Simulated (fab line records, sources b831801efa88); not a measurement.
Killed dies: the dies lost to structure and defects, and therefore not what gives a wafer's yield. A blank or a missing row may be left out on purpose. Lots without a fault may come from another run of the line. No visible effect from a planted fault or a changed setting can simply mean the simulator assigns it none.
Which of the tools did it? | flow gf180mcu | 18 wafers from 6 lots sampled at 3 of the route's 602 steps

== WHAT THE GAUGES SHOWED, per wafer ==
GF_V1_BOW_MEAS_05.
lot  | measured     | on           | V1_BOW (um)
L676 | day 17 20:32 | filmMetro-01 | 89 68 80
L679 | day 19 00:44 | filmMetro-03 | 73 80 71
L683 | day 20 17:02 | filmMetro-03 | 91 71 78
L691 | day 23 12:17 | filmMetro-03 | 77 86 76
L695 | day 24 15:17 | filmMetro-03 | 63 50 53
L697 | day 25 08:22 | filmMetro-01 | 84 88 95

== WHICH TOOL RAN EACH LOT (tool, then ch and the chambers of the sampled wafers, then the start) ==
lot  | GF_M1_METAL_ETCH_16              | GF_V1_CVD_02
L676 | rieMetal-01 ch 0,1, day 17 19:17 | pecvd-02 ch 0,2, day 17 20:06
L679 | rieMetal-02 ch 0,1, day 18 23:29 | pecvd-02 ch 0,1,2, day 19 00:17
L683 | rieMetal-04 ch 0,1, day 20 15:47 | pecvd-02 ch 1,2, day 20 16:35
L691 | rieMetal-04 ch 1, day 23 11:01   | pecvd-01 ch 0,2, day 23 11:51
L695 | rieMetal-01 ch 0, day 24 13:56   | pecvd-03 ch 0,1,2, day 24 14:51
L697 | rieMetal-04 ch 0,1, day 25 07:01 | pecvd-01 ch 1,2, day 25 07:56
- GF_M1_METAL_ETCH_16: etches the open film in Cl2/BCl3, stops on SiO2, target depth 750.8 nm, time 125.1 s.
- GF_V1_CVD_02: deposits SiO2 from TEOS, target thk 850 nm, time 94.851 s.

== THE ANSWER, worked out from the rows above alone ==
Rule: usual is defined by the lots themselves. The widest of any qualifying gaps counts: lots, ordered by their means at a reading, are off when they make up no more than a third of the lots, leave a main group of 4 or more, and stand apart from it by 3 or more times the standard deviation of that group's means. A main group whose means are all the same, to the digits that the tables above print for the reading, isn't used. Also off: a lot with no number at a reading for which 4 or more lots have one. Any other lot the step has rows for is counted as sound.
Off: L695, seen at GF_V1_BOW_MEAS_05 (V1_BOW). The main group has a mean of 80 um with a standard deviation of 4.7.
A tool fits if, at a process step before that reading, it ran every lot that is off, and no sound lot after the first of them. Gauges at GF_V1_BOW_MEAS_05: tried the same way as those tools. Can't be told from this: 3 tools fit, rieMetal-01 at GF_M1_METAL_ETCH_16, pecvd-03 at GF_V1_CVD_02, filmMetro-03 at GF_V1_BOW_MEAS_05.

== WHAT THE SIMULATOR HAD INSERTED ==
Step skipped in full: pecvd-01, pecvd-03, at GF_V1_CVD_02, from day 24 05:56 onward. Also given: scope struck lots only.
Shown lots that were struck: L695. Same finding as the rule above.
